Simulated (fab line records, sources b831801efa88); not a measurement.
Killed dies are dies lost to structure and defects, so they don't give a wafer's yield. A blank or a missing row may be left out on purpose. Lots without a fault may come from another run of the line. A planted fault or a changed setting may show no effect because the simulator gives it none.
One fault seen from 2 desks | flow sky130 | each desk has only its own numbers; what lay behind them comes last

THE METROLOGY DESK
What the gauges read, lot by lot, whatever tool the lot ran on: means of the sampled wafers that have a number. A lot is out of limits, marked OUT, if its mean lies more than 4 standard deviations from the usual mean; the brackets give that distance.
Columns: A = cd_nm at SKY_VT_ADJUST_NCORE_CD_MEAS_07, usual 380.0 nm; B = cd_nm at SKY_VT_ADJUST_HVTR_CD_MEAS_07, usual 379.9 nm; C = GATE_OXIDE_OXIDATION_00_THK at SKY_GATE_OXIDE_THK_MEAS_02, usual 10.22 nm
lot  | first seen here | A     | B     | C
L844 | day 8 17:50     | 379.5 | 379.3 | 10.19
L846 | day 9 13:18     | 379.8 | 381.8 | 10.11
L847 | day 9 20:14     | 377.6 | 382.3 | 10.29
L849 | day 10 09:05    | 383.3 | 379.0 | 10.46
L850 | day 10 17:07    | 378.7 | 380.2 | 10.05
L852 | day 11 05:08    | 380.1 | 377.5 | 10.47
L853 | day 11 13:45    | 379.1 | 381.5 | 10.51
L854 | day 11 22:29    | 380.1 | 379.6 | 10.17
L855 | day 12 02:46    | 377.7 | 379.7 | 10.14
L858 | day 12 23:28    | 379.9 | 384.0 | 7.07 (-16) OUT
L859 | day 13 04:48    | 379.4 | 381.9 | 6.85 (-17) OUT
This desk's finding: out of limits on L858, L859; first on L858, day 17 19:45 (GATE_OXIDE_OXIDATION_00_THK at SKY_GATE_OXIDE_THK_MEAS_02). In limits: L844, L846, L847, L849, L850, L852, L853, L854, L855.

THE TOOL OWNER'S DESK: furnace-02
The tool's own readings at SKY_GATE_OXIDE_OXIDATION_01 (stabilise 600 s, purge 300 s, target thk 10.268 nm): means of the sampled wafers that have a number, for each lot that ran on this tool. A lot is out of limits, marked OUT, if its mean lies more than 4 standard deviations from the usual mean; the brackets give that distance. Of its 9 readings 7 are shown: the one that was out of limits first, and those that lie furthest out on some lot.
Columns: A = spike_tc_bottom_C at SKY_GATE_OXIDE_OXIDATION_01, usual 922.5 C; B = spike_tc_centre_C at SKY_GATE_OXIDE_OXIDATION_01, usual 901.4 C; C = spike_tc_lower_C at SKY_GATE_OXIDE_OXIDATION_01, usual 901.3 C; D = spike_tc_top_C at SKY_GATE_OXIDE_OXIDATION_01, usual 911.3 C; E = spike_tc_upper_C at SKY_GATE_OXIDE_OXIDATION_01, usual 900.9 C; F = tube_center_temp_C at SKY_GATE_OXIDE_OXIDATION_01, usual 900 C; G = tube_center_temp_C_max at SKY_GATE_OXIDE_OXIDATION_01, usual 902.3
lot  | first seen here | A               | B               | C               | D               | E               | F                     | G
L847 | day 14 04:50    | 926.2           | 900.1           | 902.2           | 912.2           | 901.0           | 900                   | 901.8
L849 | day 14 22:56    | 925.4           | 900.8           | 901.4           | 912.6           | 899.6           | 900                   | 902.7
L852 | day 15 18:10    | 925.6           | 900.9           | 901.9           | 912.6           | 901.2           | 900                   | 902.4
L854 | day 16 13:21    | 926.0           | 901.9           | 902.0           | 912.3           | 900.5           | 900                   | 902.4
L858 | day 17 18:20    | 893.5 (-10) OUT | 867.8 (-28) OUT | 868.6 (-33) OUT | 880.3 (-26) OUT | 867.8 (-30) OUT | 867 (-99 or more) OUT | 869.8 (-77) OUT
L859 | day 17 22:53    | 893.6 (-10) OUT | 867.5 (-28) OUT | 868.8 (-33) OUT | 880.9 (-25) OUT | 867.3 (-31) OUT | 867 (-99 or more) OUT | 869.8 (-77) OUT
This desk's finding: out of limits on L858, L859; first on L858, day 17 18:20 (spike_tc_bottom_C at SKY_GATE_OXIDE_OXIDATION_01). In limits: L847, L849, L852, L854.

PUT TOGETHER
The tool owner's desk could have raised an alarm at day 17 18:20, on L858, L859.
The metrology desk could have raised an alarm at day 17 19:45, on L858, L859.
Of the lots named, all ran SKY_GATE_OXIDE_OXIDATION_01 on furnace-02.

WHAT THE SIMULATOR HAD PUT IN
Process parameter drift: furnace-02, from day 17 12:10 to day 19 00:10, at SKY_GATE_OXIDE_OXIDATION_01. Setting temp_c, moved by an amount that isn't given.
Lots struck among those shown: L858, L859.
Hours from the fault's start to each desk's first reading out of limits: the tool owner's desk, 6; the metrology desk, 8.
